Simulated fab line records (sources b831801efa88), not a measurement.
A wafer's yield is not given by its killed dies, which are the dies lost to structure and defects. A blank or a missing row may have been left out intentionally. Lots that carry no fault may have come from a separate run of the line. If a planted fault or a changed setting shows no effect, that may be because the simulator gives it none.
A struck lot beside a sound one :: flow sky130 :: 15 steps out of a route of 708
Sound: the wafers L724.3, L724.4, L724.5. Wafers L735.1, L735.2, L735.6 were the ones struck. The cause is named last.
Each step with rows lists, per side, the tool, then ch with its chambers, then its first start. Under that, the readings that differ: sound wafers :: struck wafers :: difference of the means :: sigmas: that difference in standard deviations of wafers without a fault.
alike: words and numbers the same on both sides, and readings whose means are apart by under 2 such deviations; not compared: readings that were withheld, readings missing a value for some wafer, numbers with overlapping values and no deviation given by the record, and bounds like >300 which may hide the same value.
A row with sigmas, a row that says differs or no value, or rows on one side alone: a step with any of these is where the two part. Numbers that have no deviation but don't overlap get no sigmas and don't part them. Lack of a reading on every wafer of one side parts them only where that side has two or more wafers.

first, 5 steps without rows for these wafers: SKY_SD_N_COAT_02 (resist thk 1140 nm); SKY_SD_N_SOFTBAKE_03 (time 60 s); SKY_SD_N_EXPOSE_04 (exposes mask NSDM, target cd 380 nm); SKY_SD_N_PEB_05; SKY_SD_N_DEVELOP_06 (develop time 60 s).
SKY_SD_N_CD_MEAS_07 targets a cd of 380 nm.
  sound on cdSem-01, day 29 20:52; struck on cdSem-02, day 33 17:20
  alike: cdNm
SKY_SD_N_OVL_MEAS_08:
  sound on overlay-01, day 29 20:57; struck on overlay-01, day 33 17:27
  alike: SD_N_OVL
then, 2 steps without rows for these wafers: SKY_SD_N_IMPLANT_09; SKY_SD_N_IMPLANT_10.
SKY_SD_N_STRIP_11: strips in O2/N2.
  sound on plasmaAsher-02 ch 0,1, day 29 21:19; struck on plasmaAsher-02 ch 0,1, day 33 17:47
  alike: chamberPressureMTorr, drypumpMotorCurrentA, oesProductAu, stripTimeToEndpointS
  not compared: rfHoursCounterH
SKY_SD_N_TW_MEAS_12:
  sound on filmMetro-04, day 29 21:23; struck on filmMetro-02, day 33 17:53
  alike: SD_N_TW
then, 1 step without rows for these wafers: SKY_SD_N_CLEAN_13 (cleans in SC1/SC2, time 150 s).
SKY_SD_N_RTA_14: time 2 s.
  sound on rtpAnneal-01 ch 0, day 29 21:30; struck on rtpAnneal-02 ch 0, day 33 18:00
  alike: lampPowerPct, rampDownCPerS, wafer_temp_C_max
SKY_SD_N_RS_MEAS_16: measurement is done with a four-point probe.
  sound on filmMetro-02, day 29 21:42; struck on filmMetro-04, day 33 18:32
reading: SD_N_RS (ohm/sq)
sound: 68.63 68.68 68.44
struck: 51.76 51.79 51.79
difference: -16.80
sigmas: -99 or more
  not compared: hold
SKY_PAD_OPEN_PROBE_99:
  rows exist in the record for the sound wafers here (prober-02, day 47 07:12), none for the struck ones

## WHERE THEY PART
Last at SKY_PAD_OPEN_PROBE_99 as far as this record goes, first at SKY_SD_N_RS_MEAS_16.

WHY: the cause the simulator had injected
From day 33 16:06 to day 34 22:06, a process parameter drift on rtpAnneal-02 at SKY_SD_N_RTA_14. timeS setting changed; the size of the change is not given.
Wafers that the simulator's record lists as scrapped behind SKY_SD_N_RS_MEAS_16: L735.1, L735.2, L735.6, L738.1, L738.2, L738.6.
